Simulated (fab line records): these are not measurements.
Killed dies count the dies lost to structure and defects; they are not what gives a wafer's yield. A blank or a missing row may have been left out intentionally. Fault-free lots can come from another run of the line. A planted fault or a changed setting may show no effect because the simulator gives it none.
Matching of chambers | flow sfq line | SFQ_TRILAYER_I0_VIA_BARC_OPEN_VIA_ETCH_046 on rie diel-04 has 4 sister chambers
The step etches BARC in O2, target depth 125 nm, time 41.7 s. 4 wafers are shown with their chamber, then 8 later ones without.

## WAFERS PAIRED WITH THEIR CHAMBERS
wafer  | chamber | drypump motor current A (A)
L917.6 | 0       | 5.5
L919.4 | 1       | 6.3
L919.5 | 2       | 5.5
L920.2 | 3       | 5.9

## WAFERS WITH NO CHAMBER GIVEN
wafer  | drypump motor current A (A)
L920.4 | 5.5
L920.6 | 5.9
L923.1 | 5.5
L923.4 | 6.2
L923.6 | 6.0
L924.1 | 5.5
L924.5 | 5.9
L924.6 | 5.4

## WHICH CHAMBER EACH WENT THROUGH
wafer  | from the rows above     | in truth
L920.4 | can't be placed: 0 or 2 | 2
L920.6 | 3                       | 3
L923.1 | can't be placed: 0 or 2 | 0
L923.4 | 1                       | 1
L923.6 | 3                       | 3
L924.1 | can't be placed: 0 or 2 | 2
L924.5 | 3                       | 3
L924.6 | can't be placed: 0 or 2 | 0
Correct placement for 4 of the 8. These rows do not allow placing 4 (true chamber among the candidates in 4). Number placed wrongly: 0.
How it was worked out, from the rows above alone: a wafer's distance from a chamber is the root of the sum, over the readings, of the square of ((its reading less the chamber's mean) divided by the reading's scatter). If the next closest chamber is less than 2 further off than the closest, the wafer can't be placed; otherwise it belongs to the closest. Each chamber's mean is taken over the wafers shown for it. The scatter: root of mean squared gap, hidden wafer to nearest shown wafer, with one shown wafer a chamber.
